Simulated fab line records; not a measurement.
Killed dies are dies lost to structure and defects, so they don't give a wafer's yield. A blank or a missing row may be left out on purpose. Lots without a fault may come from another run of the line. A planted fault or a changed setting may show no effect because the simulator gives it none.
2 desks, one fault | flow sky130 | what lay behind the numbers comes last; until then each desk has only its own

== AT THE METROLOGY DESK ==
Means of the sampled wafers that have a number, per lot and without regard to the tool the lot ran on: this is what the gauges read. Marked OUT: a lot whose mean sits more than 4 standard deviations from the usual mean, which makes it out of limits; the brackets give that distance.
Columns: A = POLY_GATE_CVD_00_THK at SKY_POLY_GATE_THK_MEAS_01, usual 179.1 nm; B = POLY_GATE_TW at SKY_RES_PROTECT_TW_MEAS_08, usual 4014; C = LDD_N_OVL at SKY_LDD_N_OVL_MEAS_07, usual 0.6 nm; D = cdNm at SKY_LDD_P_CD_MEAS_07, usual 380.5 nm
lot  | first seen here | A     | B    | C    | D
L547 | day 13 19:14    | 180.2 | 3969 | 2.1  | 379.8
L548 | day 13 23:47    | 179.9 | 4087 | 1.8  | 381.5
L550 | day 15 00:23    | 179.7 | 4061 | -0.6 | 379.9
L551 | day 15 07:29    | 179.4 | 3979 | 1.3  | 377.5
L552 | day 15 13:18    | 177.3 | 4042 | -0.4 | 375.4
L558 | day 17 17:37    | 180.6 | 4080 | -0.9 | 370.4
L559 | day 18 01:41    | 178.9 | 3972 | 1.3  | 382.2
L565 | day 20 15:59    | 178.0 | 3952 | 0.3  | 378.2
L566 | day 20 21:27    | 179.0 | 3986 | 0.6  | 380.8
L567 | day 21 04:11    | 180.7 | 3983 | 1.5  | 379.3
L568 | day 21 14:48    | 178.3 | 4050 | 0.8  | 382.7
L569 | day 22 03:05    | 177.6 | 4052 | 1.6  | 385.0
L570 | day 22 08:03    | 183.2 | 3988 | 2.3  | 381.7
This desk's finding: nothing out of limits on any of the 13 lots.

== TOOL OWNER'S DESK, ilineStepper-01 ==
The tool's own readings at SKY_LDD_P_EXPOSE_04 (exposes mask PSDM, target cd 380 nm): means of the sampled wafers that have a number, for each lot that ran on this tool. Marked OUT: a lot whose mean sits more than 4 standard deviations from the usual mean, which makes it out of limits; the brackets give that distance.
Columns: A = reticleTempC at SKY_LDD_P_EXPOSE_04, usual 23.00 C; B = stageVelMmS at SKY_LDD_P_EXPOSE_04, usual 500.01 mm/s
lot  | first seen here | A     | B
L547 | day 18 02:10    | 22.93 | 500.07
L548 | day 18 07:50    | 23.00 | 500.26
L550 | day 19 12:28    | 23.08 | 500.17
L551 | day 19 19:39    | 22.94 | 499.77
L558 | day 22 11:34    | 23.00 | 499.93
L567 | day 25 20:11    | 22.93 | 500.28
L568 | day 26 05:03    | 23.14 | 499.82
L570 | day 26 21:14    | 23.07 | 500.19
This desk's finding: nothing out of limits on any of the 8 lots.

== BROUGHT TOGETHER ==
From the metrology desk's view, nothing was out of limits.
The tool owner's desk saw nothing out of limits.

== WHAT HAD BEEN PUT IN BY THE SIMULATOR ==
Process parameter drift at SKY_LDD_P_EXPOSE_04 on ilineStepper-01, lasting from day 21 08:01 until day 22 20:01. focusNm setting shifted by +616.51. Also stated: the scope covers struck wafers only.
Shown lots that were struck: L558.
